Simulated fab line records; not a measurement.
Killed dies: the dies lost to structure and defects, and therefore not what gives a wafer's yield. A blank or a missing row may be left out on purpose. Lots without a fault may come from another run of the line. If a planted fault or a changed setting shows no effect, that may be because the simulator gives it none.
A lot that was struck, set against a sound lot ; flow sfqLine ; 42 out of 325 route steps
Sound: the wafers L109.1, L109.2, L109.6. The struck wafers were L110.2, L110.3, L110.4. Last of all comes the cause.
Per side, at each step with rows, come the tool, then ch with its chambers, and then its first start. Under that, the readings that differ: sound wafers ; struck wafers ; difference of the means ; sigmas: that difference in standard deviations of wafers without a fault.
alike: same words and numbers on both sides, and readings whose means sit less than 2 such deviations apart. not compared: any withheld reading, any reading some wafer has no value for, any bound like >300 that may hide the same value, and any number with overlapping values for which the record gives no deviation.
The two part at a step that has a row with sigmas, a row that says differs or no value, or rows on one side only. Numbers that don't overlap but have no deviation are shown without sigmas and don't part them. Lack of a reading on every wafer of one side parts them only where that side has two or more wafers.

first, 1 step without rows for these wafers: SFQ_TRILAYER_I4_CMP_CMP_100 (polishes SiO2).
SFQ_I4_BOW_MEAS_927:
  sound on filmMetro-01 at day 37 14:34; struck on filmMetro-03 at day 37 23:35
  alike: I4_BOW
SFQ_TRILAYER_I4_METRO_MEASURE_101:
  sound on filmMetro-01 at day 37 14:41; struck on filmMetro-03 at day 37 23:53
  alike: thkNm
then, 6 steps without rows for these wafers: SFQ_TRILAYER_I4_VIA_LITHO_COAT_108 (resist thk 62 nm); SFQ_TRILAYER_I4_VIA_LITHO_COAT_103 (resist thk 650 nm); SFQ_TRILAYER_I4_VIA_LITHO_SOFTBAKE_107; SFQ_TRILAYER_I4_VIA_LITHO_EXPOSE_104 (exposes mask I4, target cd 700 nm); SFQ_TRILAYER_I4_VIA_LITHO_PEB_106 (peb time 60 s); SFQ_TRILAYER_I4_VIA_LITHO_DEVELOP_105 (time 60 s).
SFQ_I4_OVL_MEAS_928:
  sound on overlay-01 at day 38 00:23; struck on overlay-01 at day 38 16:59
  alike: I4_OVL
then, 1 step without rows for these wafers: SFQ_TRILAYER_I4_VIA_BARC_OPEN_VIA_ETCH_146 (etches BARC in O2, target depth 125 nm, time 41.7 s).
SFQ_TRILAYER_I4_VIA_ETCH_VIA_ETCH_106: etches SiO2 in CHF3, stops on Nb, target depth 260 nm.
  sound on rieDiel-02 ch 0,1,2, day 38 00:27; struck on rieDiel-04 ch 0,1,3, day 38 17:03
  alike: drypumpMotorCurrentA, oesProductAu
SFQ_TRILAYER_I4_VIA_STRIP_STRIP_107: strips in O2.
  sound on rieMetal-03 ch 1, day 38 00:34; struck on rieMetal-02 ch 0,1, day 38 17:10
  no value came back on the struck wafers for chamberPressureMTorr (mTorr), drypumpMotorCurrentA (A), oesProductAu (a.u.); on the sound wafers chamberPressureMTorr (mTorr) reads 49.95 49.96 49.93
reading;sound;struck;difference;sigmas
model.KrF_of_TRILAYER_I4_VIA_LITHO_COAT_103.thkNm (nm);0 0 0;531.2 527.8 532.6;+530.5;
model.BARC_of_TRILAYER_I4_VIA_LITHO_COAT_108.thkNm (nm);0 0 0;61.83 61.89 61.77;+61.83;
  not compared: rfHoursCounterH
then, 5 steps without rows for these wafers: SFQ_TRILAYER_I4_VIA_STRIP_SOLV_CLEAN_108 (cleans in NMP, time 600 s); SFQ_TRILAYER_JJ_TRILAYER_DEP_PRE_CLEAN_113 (time 22.5 s); SFQ_TRILAYER_JJ_TRILAYER_DEP_SPUTTER_109 (material Nb, target thk 150 nm, time 100 s); SFQ_TRILAYER_JJ_TRILAYER_DEP_SPUTTER_110 (material Al, target thk 8 nm, time 10 s); SFQ_TRILAYER_JJ_TRILAYER_DEP_AL_OXIDATION_111 (oxidation time 600 s).
SFQ_TRILAYER_JJ_TRILAYER_DEP_SPUTTER_112: material Nb, target thk 170 nm, time 113.3 s.
  sound on pvdSputter-05 at day 38 03:04; struck on pvdSputter-04 at day 38 19:05
  alike: throttleValvePct
SFQ_JJ_RS_MEAS_929: the measuring method here is four-point-probe.
  sound on filmMetro-03 at day 38 03:09; struck on filmMetro-04 at day 38 19:11
  alike: JJ_NB_RS
then, 6 steps without rows for these wafers: SFQ_TRILAYER_JJ_CE_LITHO_COAT_119 (resist thk 62 nm); SFQ_TRILAYER_JJ_CE_LITHO_COAT_114 (resist thk 600 nm); SFQ_TRILAYER_JJ_CE_LITHO_SOFTBAKE_118; SFQ_TRILAYER_JJ_CE_LITHO_EXPOSE_115 (exposes mask J5, target cd 700 nm); SFQ_TRILAYER_JJ_CE_LITHO_PEB_117 (peb time 60 s); SFQ_TRILAYER_JJ_CE_LITHO_DEVELOP_116 (time 60 s).
SFQ_JJ_OVL_MEAS_931:
  sound on overlay-01 at day 38 18:11; struck on overlay-02 at day 39 12:35
  alike: J5_OVL
then, 2 steps without rows for these wafers: SFQ_TRILAYER_JJ_CE_METRO_MEASURE_117; SFQ_TRILAYER_JJ_CE_BARC_OPEN_RIE_150 (chemistry O2, target BARC, target depth 240 nm, time 80 s).
SFQ_TRILAYER_JJ_CE_ETCH_RIE_118: chemistry SF6, target Nb, stops on Al2O3, time 97.7 s, target depth 170 nm.
  sound on rieMetal-01 ch 0,1, day 38 19:31; struck on rieMetal-02 ch 0,1, day 39 13:56
  alike: drypumpMotorCurrentA, oesProductAu
  not compared: rfHoursCounterH
then, 9 steps without rows for these wafers: SFQ_TRILAYER_JJ_ANODIZE_ANODIZE_119; SFQ_TRILAYER_JJ_CE_STRIP_STRIP_120 (strips in O2); SFQ_TRILAYER_JJ_CE_STRIP_SOLV_CLEAN_121 (cleans in NMP, time 600 s); SFQ_TRILAYER_M5_LITHO_COAT_128 (resist thk 62 nm); SFQ_TRILAYER_M5_LITHO_COAT_123 (resist thk 600 nm); SFQ_TRILAYER_M5_LITHO_SOFTBAKE_127; SFQ_TRILAYER_M5_LITHO_EXPOSE_124 (exposes mask M5, target cd 700 nm); SFQ_TRILAYER_M5_LITHO_PEB_126 (peb time 60 s); SFQ_TRILAYER_M5_LITHO_DEVELOP_125 (time 60 s).
-- the record jumps here: 6 days lie between the struck wafers' starts before and after --
SFQ_M5_OVL_MEAS_932:
  sound on overlay-02 at day 44 13:03; struck on overlay-02 at day 45 11:52
  alike: M5_OVL
SFQ_TRILAYER_M5_BARC_OPEN_METAL_ETCH_161: etches BARC in O2, target depth 125 nm, time 41.7 s.
  sound on rieMetal-02 ch 0,1, day 44 13:05; struck on rieMetal-01 ch 0,1, day 45 11:53
  alike: drypumpMotorCurrentA, oesProductAu
  not compared: rfHoursCounterH
-- the record jumps here: 23 days lie between the struck wafers' starts before and after --
SFQ_M8_BOW_MEAS_951:
  sound on filmMetro-01 at day 68 20:48; struck on filmMetro-02 at day 68 22:01
reading;sound;struck;difference;sigmas
model.etest.m5.ohmSq;1.187 1.202 1.183;1e+06 1e+06 1e+06;+1e+06;
model.etest.m5.ohmUm;1.692 1.723 1.694;1e+06 1e+06 1e+06;+1e+06;
model.etest.i4.linkOhm;2.179 2.182 2.174;1e+06 1e+06 1e+06;+1e+06;
model.etest.i5.linkOhm;2.263 2.277 2.269;1e+06 1e+06 1e+06;+1e+06;
model.etest.jj.gTimes;0.9953 1.007 1.004;0 0 0;-1;
  alike: M8_BOW

WHERE THEY PART
At SFQ_TRILAYER_I4_VIA_STRIP_STRIP_107 and nowhere else, as far as this record goes. Later steps at which nothing parts them and some readings are alike: SFQ_TRILAYER_JJ_TRILAYER_DEP_SPUTTER_112, SFQ_JJ_RS_MEAS_929, SFQ_JJ_OVL_MEAS_931, SFQ_TRILAYER_JJ_CE_ETCH_RIE_118, SFQ_M5_OVL_MEAS_932, SFQ_TRILAYER_M5_BARC_OPEN_METAL_ETCH_161, SFQ_M8_BOW_MEAS_951.

WHY: what had been put in by the simulator
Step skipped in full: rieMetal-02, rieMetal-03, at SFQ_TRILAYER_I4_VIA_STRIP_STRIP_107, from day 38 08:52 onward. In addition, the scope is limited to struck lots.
